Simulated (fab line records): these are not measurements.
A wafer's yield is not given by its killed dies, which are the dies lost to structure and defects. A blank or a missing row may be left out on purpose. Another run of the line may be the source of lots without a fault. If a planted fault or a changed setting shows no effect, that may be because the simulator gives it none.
A struck lot beside a sound one / flow sky130 / 37 out of 708 route steps
Sound: these wafers, L720.1, L720.3, L720.5. Struck: wafers L727.1, L727.2, L727.4. At the end, the cause is stated.
Each step with rows lists, per side, the tool, then ch with its chambers, then its first start. Under that, the readings that differ: sound wafers / struck wafers / difference of the means / sigmas: that difference in standard deviations of wafers without a fault.
alike: same words and numbers on both sides, and readings whose means sit less than 2 such deviations apart. not compared: any withheld reading, any reading some wafer has no value for, any bound like >300 that may hide the same value, and any number with overlapping values for which the record gives no deviation.
Wherever a step has rows on one side only, a row that says differs or no value, or a row with sigmas, the two part there. When numbers do not overlap yet have no deviation, they are printed without sigmas and do not part them. A reading that every wafer of one side lacks parts them only if that side has two wafers or more.

first, 10 steps without rows for these wafers: SKY_DNWELL_DEVELOP_06 (develop time 60 s); SKY_DNWELL_IMPLANT_07; SKY_DNWELL_STRIP_08 (strips in O2/N2); SKY_PWDE_DEHYDRATE_00 (time 60 s); SKY_PWDE_HMDS_01 (prime time 60 s); SKY_PWDE_COAT_02 (resist thk 3000 nm); SKY_PWDE_SOFTBAKE_03; SKY_PWDE_EXPOSE_04 (exposes mask PWDEM, target cd 840 nm); SKY_PWDE_PEB_05; SKY_PWDE_DEVELOP_06 (develop time 60 s).
SKY_PWDE_IMPLANT_08:
  sound on implanter-02 ch 0, day 3 20:20; struck on implanter-02 ch 0, day 5 16:28
  alike: end_station_pressure_torr
then, 1 step without rows for these wafers: SKY_PWDE_STRIP_09 (strips in O2/N2).
SKY_PWDE_TW_MEAS_10:
  sound on film_metro-03 at day 3 20:35; struck on film_metro-02 at day 5 16:43
reading=PWDE_TW; sound=378 379 380; struck=467 466 465; difference=+87; sigmas=+19
then, 22 steps without rows for these wafers: SKY_NWELL_DEHYDRATE_03 (time 60 s); SKY_NWELL_HMDS_04 (prime time 60 s); SKY_NWELL_COAT_05 (resist thk 3000 nm); SKY_NWELL_SOFTBAKE_06; SKY_NWELL_EXPOSE_07 (exposes mask NWM, target cd 840 nm); SKY_NWELL_PEB_08; SKY_NWELL_DEVELOP_09 (develop time 60 s); SKY_NWELL_IMPLANT_11; SKY_NWELL_IMPLANT_12; SKY_NWELL_IMPLANT_13; SKY_NWELL_STRIP_14 (strips in O2/N2); SKY_NWELL_DEHYDRATE_16 (time 60 s); SKY_NWELL_HMDS_17 (prime time 60 s); SKY_NWELL_COAT_18 (resist thk 3000 nm); SKY_NWELL_SOFTBAKE_19; SKY_NWELL_EXPOSE_20 (exposes mask NWM COMPLEMENT, target cd 840 nm); SKY_NWELL_PEB_21; SKY_NWELL_DEVELOP_22 (develop time 60 s); SKY_NWELL_IMPLANT_24; SKY_NWELL_STRIP_25 (strips in O2/N2); SKY_NWELL_CLEAN_27 (cleans in SC1/SC2, time 150 s); SKY_NWELL_RTA_28 (time 30 s).
SKY_NWELL_RS_MEAS_31: measures by four-point-probe.
  sound on film_metro-03 at day 5 07:09; struck on film_metro-01 at day 7 08:10
reading=PWDE_RS (ohm/sq); sound=5296 5289 5281; struck=3113 3108 3111; difference=-2178; sigmas=-99 or more
-- the record jumps here: 41 days lie between the struck wafers' starts before and after (it left off in module NWELL and takes up again in module PAD_OPEN, whose first step shown is number 708 of the route) --
SKY_PAD_OPEN_PROBE_99:
  sound on prober-02 at day 45 18:26; struck on prober-01 at day 47 20:15
reading=model.etest.res_p_drift_20v.line_ohm_um; sound=1.312e+04 1.283e+04 1.302e+04; struck=6081 5820 6188; difference=-6960; sigmas=
reading=model.etest.res_p_drift_20v.rs_ohm_sq; sound=1.087e+04 1.054e+04 1.1e+04; struck=5104 4933 5158; difference=-5738; sigmas=
reading=model.etest.res_pwde_under_gate.rs_ohm_sq; sound=6150 6136 6131; struck=3338 3318 3354; difference=-2802; sigmas=
  alike: killed_at_M0_to_M3, killed_at_M4_up, killed_at_contacts, killed_at_front_end, killed_at_other, killed_dies, killed_open, killed_short

== WHERE THEY PART ==
At SKY_PWDE_TW_MEAS_10 first; at SKY_NWELL_RS_MEAS_31 last (within this record only). Later steps at which nothing parts them and some readings are alike: SKY_PAD_OPEN_PROBE_99.

WHY: what the simulator had put in
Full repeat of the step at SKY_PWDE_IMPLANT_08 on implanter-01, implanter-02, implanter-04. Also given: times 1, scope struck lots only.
